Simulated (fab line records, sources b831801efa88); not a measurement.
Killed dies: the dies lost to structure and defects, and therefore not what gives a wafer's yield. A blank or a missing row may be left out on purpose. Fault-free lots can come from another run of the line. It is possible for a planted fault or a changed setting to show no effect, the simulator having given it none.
Comparing a struck lot with a sound one | flow sky130 | 15 out of 708 route steps
Sound: these wafers, L192.2, L192.3, L192.4. Struck: wafers L209.3, L209.4, L209.6. The cause comes at the end.
Order at every step that has rows: each side's tool, ch and its chambers, its first start. Under that, the readings that differ: sound wafers | struck wafers | difference of the means | sigmas: that difference in standard deviations of wafers without a fault.
alike: words and numbers the same on both sides, and readings whose means are apart by under 2 such deviations; not compared: readings that were withheld, readings missing a value for some wafer, numbers with overlapping values and no deviation given by the record, and bounds like >300 which may hide the same value.
Wherever a step has rows on one side only, a row that says differs or no value, or a row with sigmas, the two part there. Numbers that don't overlap but have no deviation are shown without sigmas and don't part them. A reading that every wafer of one side lacks parts them only if that side has two wafers or more.

first, 5 steps without rows for these wafers: SKY_VIA4_COAT_06 (resist thk 1140 nm); SKY_VIA4_SOFTBAKE_07 (time 60 s); SKY_VIA4_EXPOSE_08 (exposes mask VIM4, target cd 800 nm); SKY_VIA4_PEB_09; SKY_VIA4_DEVELOP_10 (develop time 60 s).
SKY_VIA4_OVL_MEAS_11:
  sound on overlay-02, day 43 09:41; struck on overlay-02, day 48 06:36
  alike: VIA4_OVL
SKY_VIA4_ETCH_12: etches SiO2 in C4F8/O2/Ar, stops on TiN, target depth 580 nm.
  sound on rie diel-04 ch 0,2,3, day 43 09:43; struck on rie diel-03 ch 0,1, day 48 06:37
  alike: chamber pressure mTorr, oes product au
SKY_VIA4_STRIP_13: strips in O2/N2.
  sound on plasma asher-02 ch 0,1, day 43 09:48; struck on plasma asher-01 ch 0,1, day 48 06:44
  alike: chamber pressure mTorr, drypump motor current A, oes product au, strip time to endpoint s
  not compared: rf hours counter h
then, 3 steps without rows for these wafers: SKY_VIA4_STRIP_14 (strips in post etch residue remover, time 1200 s); SKY_VIA4_CLEAN_15 (cleans in IPA, time 180 s); SKY_VIA4_CLEAN_16 (cleans in O3/DIW).
SKY_VIA4_SPUTTER_17: material TiN, target thk 20 nm, time 80 s.
  sound on pvd sputter-03, day 43 10:25; struck on pvd sputter-01, day 48 07:21
  alike: throttle valve pct
SKY_VIA4_CVD_18: deposits W, target thk 505 nm, time 152.14 s.
  sound on cvd w-02 ch 0,1, day 43 10:29; struck on cvd w-01 ch 0,1, day 48 07:55
  alike: heater power w
  not compared: since wet clean h
SKY_VIA4_RS_MEAS_19: measurement is done with a four-point probe.
  sound on film metro-04, day 43 10:39; struck on film metro-03, day 48 08:21
  reading            | sound                | struck               | difference | sigmas
  VIA4_W_RS (ohm/sq) | 0.2298 0.2271 0.2323 | 0.1112 0.1114 0.1110 | -0.1185    | -54
SKY_PAD_OPEN_PROBE_99:
  sound wafers here have rows in the record (prober-01, day 46 08:08); struck ones have none

== WHERE THEY PART ==
Earliest at SKY_VIA4_RS_MEAS_19; latest, in this record, at SKY_PAD_OPEN_PROBE_99.

WHY: what had been put in by the simulator
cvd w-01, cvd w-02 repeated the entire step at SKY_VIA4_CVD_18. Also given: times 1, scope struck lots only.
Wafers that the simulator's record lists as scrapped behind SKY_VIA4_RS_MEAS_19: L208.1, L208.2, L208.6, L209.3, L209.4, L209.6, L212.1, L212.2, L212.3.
